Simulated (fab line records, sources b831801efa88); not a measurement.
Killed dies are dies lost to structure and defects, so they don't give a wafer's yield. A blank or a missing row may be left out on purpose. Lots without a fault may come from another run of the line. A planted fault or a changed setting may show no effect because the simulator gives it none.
fab line records | flow sky130
record lots=5 wafers=15 last_day=50
route steps=708 shown GATE_OXIDE@198 POLY_GATE@204 RES_PROTECT@206
lots that met no fault: from a run of the same line without faults
start_h: hours from the record's first day to the start of the lot's first wafer shown | wait_h: hours since the lot's step before | " the same as in the row above | L1.1+2: a row that stands for several wafers | - no value, or no start given | * or withheld: withheld | < > ~ a bound
route shown NAME@n: a module of which the file shows steps, and the number in the route of the first | usual: mean/standard deviation of fault-free wafers | same: alike in all rows | chamber/n: place in a boat | sites: the reading at each site | _std_site: their standard deviation | _edge_site: outer sites' mean less inner sites' | radius_mm: how far each site lies from the wafer's centre | mask NAME#n: copy n | behind: the tool/chamber that last shaped the wafer | hold: why the lot was held/for how many hours/how that ended | device: the transistor (n, p or np) that didn't switch | end of line: the same wafers' tests at the end of the route | a step without rows: its recipe alone | killed: dies lost to structure and defects at the first sort, not the wafer's yield | map: a wafer's dies, x killed, . not, _ none there
set.NAME: the setting as run; set.NAME@STEP: as run at that earlier step | model.NAME: the simulator's own value behind a step, which no gauge read
lots at some steps of the route; a table a step, a row a wafer
services: from which hour (start_h, from the record's first day; less than 0 if before it) a tool's chamber was out of use, for how many hours, and why
## steps
# step SKY_GATE_OXIDE_IMPLANT_11
# recipe species=B energy_kev=10 dose_cm2=2.6e+12 tilt_deg=withheld
# columns lot.wafer tool chamber start_h wait_h
L077.2+3+6 implanter-02 0 347.82 0.0
L081.1+3+4 implanter-03 0 375.40 0.0
L083.2+3+4 implanter-04 0 397.12 0.0
L086.2+4+6 implanter-03 0 466.26 0.0
L095.1+4+5 implanter-02 0 514.69 0.0
# step SKY_GATE_OXIDE_WET_ETCH_12
# recipe chemistry=dHF target_depth_nm=16.8 dry=n2_spin target=SiO2 dilution=100:1 temp_c=25 time_s=336
# same time_s=336
# columns lot.wafer tool chamber start_h wait_h
L077.2+3+6 wet_bench-02 0 347.94 0.1
L081.1+3+4 wet_bench-04 0 375.55 0.1
L083.2+3+4 wet_bench-01 0 397.25 0.1
L086.2+4+6 wet_bench-01 0 466.39 0.1
L095.1+4+5 wet_bench-01 3 514.84 0.1
# step SKY_GATE_OXIDE_STRIP_13
# recipe chemistry=O2/N2 power_w=1400 pressure_mtorr=1500 platen_temp_c=withheld o2_flow_sccm=3000 n2_flow_sccm=300 overash_fraction=0.5
# usual chamber_pressure_mTorr=1500.0/1.2 drypump_motor_current_A=5.9/0.41 oes_product_au=0.716/0.0051 strip_time_to_endpoint_s=14.19/0.036
# columns lot.wafer tool chamber start_h wait_h chamber_pressure_mTorr drypump_motor_current_A oes_product_au rf_hours_counter_h strip_time_to_endpoint_s
L077.2 plasma_asher-01 1 348.04 0.0 1497.6 5.9 0.720 62 14.25
L077.3 " 0 " " 1500.3 5.4 0.722 - 14.23
L077.6 " 1 " " 1499.3 5.9 0.717 - 14.20
L081.1 plasma_asher-03 0 375.77 0.0 1502.4 5.8 0.712 22 14.21
L081.3 " 0 " " 1503.0 5.7 0.717 - 14.21
L081.4 " 1 " " 1499.6 5.3 0.716 - 14.23
L083.2 plasma_asher-01 1 397.36 0.0 1499.5 5.9 0.720 68 14.16
L083.3 " 1 " " 1500.8 5.9 0.720 - 14.15
L083.4 " 0 " " 1499.7 5.4 0.721 - 14.22
L086.2 plasma_asher-03 0 466.59 0.0 1500.4 5.7 0.712 31 14.20
L086.4 " 0 " " 1498.6 5.7 0.717 - 14.19
L086.6 " 0 " " 1501.4 5.7 0.717 - 14.23
L095.1 plasma_asher-03 0 514.94 0.0 1500.5 5.8 0.718 36 14.22
L095.4 " 1 " " 1500.4 5.3 0.724 - 14.24
L095.5 " 1 " " 1499.7 5.3 0.711 - 14.19
# step SKY_GATE_OXIDE_TW_MEAS_14
# usual GATE_OXIDE_TW=224.1/2
# columns lot.wafer tool chamber start_h wait_h GATE_OXIDE_TW
L077.2 film_metro-01 - 348.15 0.1 222.7
L077.3 " - " " 223.4
L077.6 " - " " 224.1
L081.1 film_metro-03 - 375.87 0.1 221.7
L081.3 " - " " 223.4
L081.4 " - " " 222.4
L083.2 film_metro-02 - 397.47 0.1 229.4
L083.3 " - " " 227.8
L083.4 " - " " 228.3
L086.2 film_metro-02 - 466.70 0.1 223.6
L086.4 " - " " 224.4
L086.6 " - " " 224.6
L095.1 film_metro-02 - 515.04 0.1 226.0
L095.4 " - " " 226.5
L095.5 " - " " 227.7
# step SKY_GATE_OXIDE_CLEAN_15
# recipe chemistry=SC1/SC2 mix=1:4:20 temp_c=70 time_s=150 dry=n2_spin
# usual bath_guard_temp_C=70.1/0.62
# same time_s=150
# columns lot.wafer tool chamber start_h wait_h bath_guard_temp_C
L077.2 wet_bench-01 2 348.20 0.0 70.4
L077.3 " 2 " " 70.6
L077.6 " 2 " " 70.4
L081.1 wet_bench-02 1 375.93 0.1 69.0
L081.3 " 1 " " 69.0
L081.4 " 1 " " 69.3
L083.2 wet_bench-02 2 397.52 0.0 69.9
L083.3 " 2 " " 70.1
L083.4 " 2 " " 69.7
L086.2 wet_bench-04 2 466.75 0.0 70.8
L086.4 " 2 " " 70.7
L086.6 " 2 " " 70.6
L095.1 wet_bench-04 0 515.10 0.1 70.3
L095.4 " 0 " " 70.4
L095.5 " 0 " " 70.3
# step SKY_GATE_OXIDE_OXIDATION_16
# recipe temp_c=800 ambient=O2 idle_temp_c=700 ramp_up_c_per_min=10 ramp_down_c_per_min=3 stabilise_s=600 purge_s=300 target_thk_a=35.7 ox_time_s=1915
# usual spike_tc_top_C=815.4/2 zone_power_centre_pct=12.37/0.14
# columns lot.wafer tool chamber start_h wait_h spike_tc_top_C zone_power_centre_pct
L077.2 furnace-01 0 349.21 1.0 817.9 12.20
L077.3 " 0 " " 816.3 12.11
L077.6 " 0 " " 816.3 12.17
L081.1 furnace-01 0 382.28 6.3 816.8 12.38
L081.3 " 0 " " 817.9 12.34
L081.4 " 0 " " 817.3 12.42
L083.2 furnace-02 0 398.67 1.0 813.5 12.21
L083.3 " 0 " " 813.2 12.43
L083.4 " 0 " " 813.3 12.37
L086.2 furnace-01 0 468.73 1.9 817.3 12.32
L086.4 " 0 " " 815.4 12.35
L086.6 " 0 " " 818.2 12.46
L095.1 furnace-02 0 515.16 0.0 813.1 12.68
L095.4 " 0 " " 810.9 12.45
L095.5 " 0 " " 811.5 12.29
# step SKY_POLY_GATE_CVD_00
# recipe material=poly-Si target_thk_nm=180 temp_c=620 time_s=720 pressure_mtorr=200
# usual spike_tc_top_C=637.5/1.1 zone_power_centre_pct=9.0/0.34
# same time_s=720
# columns lot.wafer tool chamber start_h wait_h spike_tc_top_C zone_power_centre_pct
L077.2 lpcvd-01 1 350.74 0.0 636.2 9.2
L077.3 " 1 " " 637.7 9.4
L077.6 " 1 " " 635.4 9.5
L081.1 lpcvd-01 0 383.81 0.0 637.8 8.7
L081.3 " 0 " " 636.5 8.6
L081.4 " 0 " " 636.2 8.8
L083.2 lpcvd-01 0 400.20 0.0 638.7 8.7
L083.3 " 0 " " 639.9 8.7
L083.4 " 0 " " 637.7 8.6
L086.2 lpcvd-01 0 470.26 0.0 636.8 8.6
L086.4 " 0 " " 637.0 8.7
L086.6 " 0 " " 637.9 8.7
L095.1 lpcvd-01 0 516.69 0.0 637.1 8.7
L095.4 " 0 " " 638.4 8.7
L095.5 " 0 " " 638.1 8.6
# step SKY_POLY_GATE_THK_MEAS_01
# recipe reads=poly-Si_of_POLY_GATE_CVD_00
# usual POLY_GATE_CVD_00_THK=180.1/1.6
# columns lot.wafer tool chamber start_h wait_h POLY_GATE_CVD_00_THK[nm]
L077.2 film_metro-02 - 351.95 0.0 179.8
L077.3 " - " " 180.2
L077.6 " - " " 179.4
L081.1 film_metro-04 - 385.01 0.0 180.0
L081.3 " - " " 180.8
L081.4 " - " " 180.6
L083.2 film_metro-02 - 402.91 0.0 177.5
L083.3 " - " " 177.5
L083.4 " - " " 180.0
L086.2 film_metro-02 - 471.53 0.1 177.9
L086.4 " - " " 178.1
L086.6 " - " " 177.4
L095.1 film_metro-02 - 518.49 0.0 179.4
L095.4 " - " " 179.9
L095.5 " - " " 179.4
# step SKY_RES_PROTECT_DEHYDRATE_00
# recipe temp_c=200 time_s=60
# usual heater_power_total_W=160.38/0.14
# same time_s=60
# columns lot.wafer tool chamber start_h wait_h heater_power_total_W
L077.2 litho_track-01 0 364.99 13.0 160.51
L077.3 " 0 " " 160.31
L077.6 " 0 " " 160.54
L081.1 litho_track-03 0 397.32 12.3 160.49
L081.3 " 0 " " 160.40
L081.4 " 0 " " 160.40
L083.2 litho_track-03 0 417.45 14.5 160.36
L083.3 " 0 " " 160.58
L083.4 " 0 " " 160.37
L086.2 litho_track-01 0 486.04 14.5 160.24
L086.4 " 0 " " 160.46
L086.6 " 0 " " 160.47
L095.1 litho_track-01 0 534.16 15.7 160.52
L095.4 " 0 " " 160.40
L095.5 " 0 " " 160.15
# step SKY_RES_PROTECT_HMDS_01
# recipe prime_time_s=60 prime_temp_c=120
# columns lot.wafer tool chamber start_h wait_h
L077.2+3+6 litho_track-01 0 365.14 0.1
L081.1+3+4 litho_track-03 0 397.47 0.1
L083.2+3+4 litho_track-03 0 417.60 0.1
L086.2+4+6 litho_track-01 0 486.19 0.1
L095.1+4+5 litho_track-01 0 534.31 0.1
# step SKY_RES_PROTECT_COAT_02
# recipe resist=NOVOLAK spin_rpm=3000 resist_thk_nm=1140
# columns lot.wafer tool chamber start_h wait_h
L077.2+3+6 litho_track-01 0 365.29 0.1
L081.1+3+4 litho_track-03 0 397.62 0.1
L083.2+3+4 litho_track-03 0 417.75 0.1
L086.2+4+6 litho_track-01 0 486.34 0.1
L095.1+4+5 litho_track-01 0 534.46 0.1
## services
# columns tool chamber start_h hours kind
implanter-02 - 335.04 3.7 repair
lpcvd-01 - 335.61 0.5 repair
plasma_asher-03 - 340.07 28.1 pm
implanter-02 - 342.27 3.4 pm
implanter-03 - 351.38 20.0 pm
implanter-02 - 362.42 2.7 repair
furnace-02 - 369.74 17.9 pm
implanter-04 - 373.83 1.7 repair
furnace-01 - 388.11 4.6 pm
furnace-01 - 392.72 2.9 pm
plasma_asher-03 - 403.30 1.7 repair
furnace-02 - 411.63 7.2 pm
implanter-04 - 436.73 3.9 repair
implanter-03 - 451.11 7.9 repair
furnace-02 - 453.01 10.2 pm
plasma_asher-03 - 453.29 5.7 repair
implanter-03 - 455.55 0.9 repair
wet_bench-01 - 456.80 1.0 repair
furnace-02 - 463.24 3.2 pm
plasma_asher-03 - 508.74 1.7 repair
lpcvd-01 - 512.57 0.8 repair
furnace-02 - 518.04 4.7 pm
implanter-02 - 534.17 6.5 pm
## key
fault none
